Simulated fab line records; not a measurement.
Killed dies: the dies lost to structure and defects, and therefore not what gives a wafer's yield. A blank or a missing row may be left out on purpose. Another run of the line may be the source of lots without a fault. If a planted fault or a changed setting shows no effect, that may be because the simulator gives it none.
2 desks looking at one fault / flow sky130 / every desk sees just its own numbers, and what lay behind them comes last

METROLOGY DESK
Lot by lot, what the gauges showed, no matter which tool ran the lot: averages of those sampled wafers that carry a number. A lot is out of limits, marked OUT, if its mean lies more than 4 standard deviations from the usual mean; the brackets give that distance.
Columns: A = PWDE_RS at SKY_NWELL_RS_MEAS_31, usual 5277 ohm/sq; B = SONOS_TUNNEL_TW at SKY_SONOS_TUNNEL_TW_MEAS_12, usual 198.0; C = SONOS_ONO_CVD_02_THK at SKY_SONOS_ONO_THK_MEAS_03, usual 10.49 nm
lot=L470; first seen here=day 5 11:31; A=5274; B=197.9; C=10.42
lot=L471; first seen here=day 5 15:34; A=5245; B=197.5; C=10.50
lot=L473; first seen here=day 6 10:17; A=5265; B=196.8; C=10.48
lot=L474; first seen here=day 6 17:07; A=5251; B=197.8; C=10.43
lot=L476; first seen here=day 7 03:13; A=5280; B=197.3; C=10.56
lot=L479; first seen here=day 8 04:26; A=5288; B=199.1; C=10.57
lot=L481; first seen here=day 8 10:31; A=5282; B=198.9; C=10.58
lot=L484; first seen here=day 9 04:05; A=5273; B=224.1 (+19) OUT; C=10.64
lot=L488; first seen here=day 10 09:05; A=5274; B=222.0 (+17) OUT; C=10.51
lot=L489; first seen here=day 10 12:40; A=5286; B=202.0; C=10.65
lot=L490; first seen here=day 10 19:01; A=5286; B=196.7; C=10.49
lot=L492; first seen here=day 11 04:10; A=5279; B=196.4; C=10.36
Finding of this desk: L484, L488 out of limits, first seen on L484 at day 16 08:55 (SONOS_TUNNEL_TW at SKY_SONOS_TUNNEL_TW_MEAS_12). L470, L471, L473, L474, L476, L479, L481, L489, L490, L492 stayed within limits.

FOR THE TOOL OWNER'S DESK: implanter-03
The tool's own readings at SKY_SONOS_TUNNEL_IMPLANT_09: means of the sampled wafers that have a number, for each lot that ran on this tool. A lot is out of limits, marked OUT, if its mean lies more than 4 standard deviations from the usual mean; the brackets give that distance.
Columns: A = beam_on_s at SKY_SONOS_TUNNEL_IMPLANT_09, usual 10.00 s; B = dose_ions_cm2 at SKY_SONOS_TUNNEL_IMPLANT_09, usual 1.0001e+12; C = faraday_current_uA at SKY_SONOS_TUNNEL_IMPLANT_09, usual 5.64
lot=L470; first seen here=day 11 13:59; A=9.99; B=1.0009e+12; C=5.66
lot=L481; first seen here=day 15 10:14; A=10.17; B=9.9970e+11; C=5.53
lot=L484; first seen here=day 16 08:31; A=9.99; B=1.5472e+12 (+99 or more) OUT; C=8.74 (+28) OUT
lot=L488; first seen here=day 17 21:13; A=9.87; B=1.5454e+12 (+99 or more) OUT; C=8.82 (+29) OUT
This desk's finding: out of limits on L484, L488; first on L484, day 16 08:31 (dose_ions_cm2 at SKY_SONOS_TUNNEL_IMPLANT_09). L470, L481 stayed within limits.

BROUGHT TOGETHER
The tool owner's desk had the chance to raise an alarm at day 16 08:31 on L484, L488.
The metrology desk could have raised an alarm at day 16 08:55, on L484, L488.
All the named lots went through SKY_SONOS_TUNNEL_IMPLANT_09 on implanter-03.

WHAT THE SIMULATOR HAD PUT IN
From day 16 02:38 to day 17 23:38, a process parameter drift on implanter-03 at SKY_SONOS_TUNNEL_IMPLANT_09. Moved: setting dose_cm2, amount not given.
Lots struck among those shown: L484, L488.
Delay (hours) between the fault's onset and each desk's first out-of-limits reading: 6 at the tool owner's desk, 6 at the metrology desk.
